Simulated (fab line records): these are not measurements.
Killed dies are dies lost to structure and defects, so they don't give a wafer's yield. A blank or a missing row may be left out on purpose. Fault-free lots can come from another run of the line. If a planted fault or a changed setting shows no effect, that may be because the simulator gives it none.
Matching of chambers || flow gf180mcu || GF_PASSIVATION_ETCH_11 on rie_diel-04: 4 sister chambers
The step etches the open film in CF4/O2, stops on TiN, target depth 1800 nm, time 400 s. 4 wafers are shown with their chamber, then 12 later ones without.

WAFERS, EACH WITH ITS CHAMBER
{"wafer": "L090.5", "chamber": 2, "drypump_motor_current_A (A)": 5.2}
{"wafer": "L092.1", "chamber": 3, "drypump_motor_current_A (A)": 5.4}
{"wafer": "L092.2", "chamber": 1, "drypump_motor_current_A (A)": 5.7}
{"wafer": "L092.4", "chamber": 0, "drypump_motor_current_A (A)": 5.1}

WAFERS WHOSE CHAMBER IS MISSING
{"wafer": "L093.1", "drypump_motor_current_A (A)": 5.2}
{"wafer": "L093.2", "drypump_motor_current_A (A)": 5.0}
{"wafer": "L093.3", "drypump_motor_current_A (A)": 5.8}
{"wafer": "L095.1", "drypump_motor_current_A (A)": 5.4}
{"wafer": "L095.3", "drypump_motor_current_A (A)": 5.8}
{"wafer": "L095.5", "drypump_motor_current_A (A)": 5.2}
{"wafer": "L096.1", "drypump_motor_current_A (A)": 5.1}
{"wafer": "L096.2", "drypump_motor_current_A (A)": 5.4}
{"wafer": "L096.3", "drypump_motor_current_A (A)": 5.2}
{"wafer": "L097.2", "drypump_motor_current_A (A)": 5.4}
{"wafer": "L097.3", "drypump_motor_current_A (A)": 5.0}
{"wafer": "L097.5", "drypump_motor_current_A (A)": 5.2}

WHICH CHAMBER EACH ONE RAN IN
{"wafer": "L093.1", "from the rows above": "can't be placed: 2 or 0", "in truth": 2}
{"wafer": "L093.2", "from the rows above": "can't be placed: 0 or 2", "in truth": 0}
{"wafer": "L093.3", "from the rows above": 1, "in truth": 1}
{"wafer": "L095.1", "from the rows above": 3, "in truth": 3}
{"wafer": "L095.3", "from the rows above": 1, "in truth": 1}
{"wafer": "L095.5", "from the rows above": "can't be placed: 2 or 0", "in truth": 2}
{"wafer": "L096.1", "from the rows above": "can't be placed: 0 or 2", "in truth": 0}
{"wafer": "L096.2", "from the rows above": 3, "in truth": 3}
{"wafer": "L096.3", "from the rows above": "can't be placed: 2 or 0", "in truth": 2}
{"wafer": "L097.2", "from the rows above": 3, "in truth": 3}
{"wafer": "L097.3", "from the rows above": "can't be placed: 0 or 2", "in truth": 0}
{"wafer": "L097.5", "from the rows above": "can't be placed: 2 or 0", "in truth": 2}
Correctly placed: 5 of 12. These rows do not allow placing 7 (true chamber among the candidates in 7). Number placed wrongly: 0.
How it was worked out, from the rows above alone: a wafer's distance from a chamber is the root of the sum, over the readings, of the square of ((its reading less the chamber's mean) divided by the reading's scatter). If the next closest chamber is less than 2 further off than the closest, the wafer can't be placed; otherwise it belongs to the closest. The mean given for a chamber averages the wafers shown for that chamber. The scatter: with one shown wafer a chamber, the root of the mean of the squares of how far each hidden wafer lies from its nearest shown one.
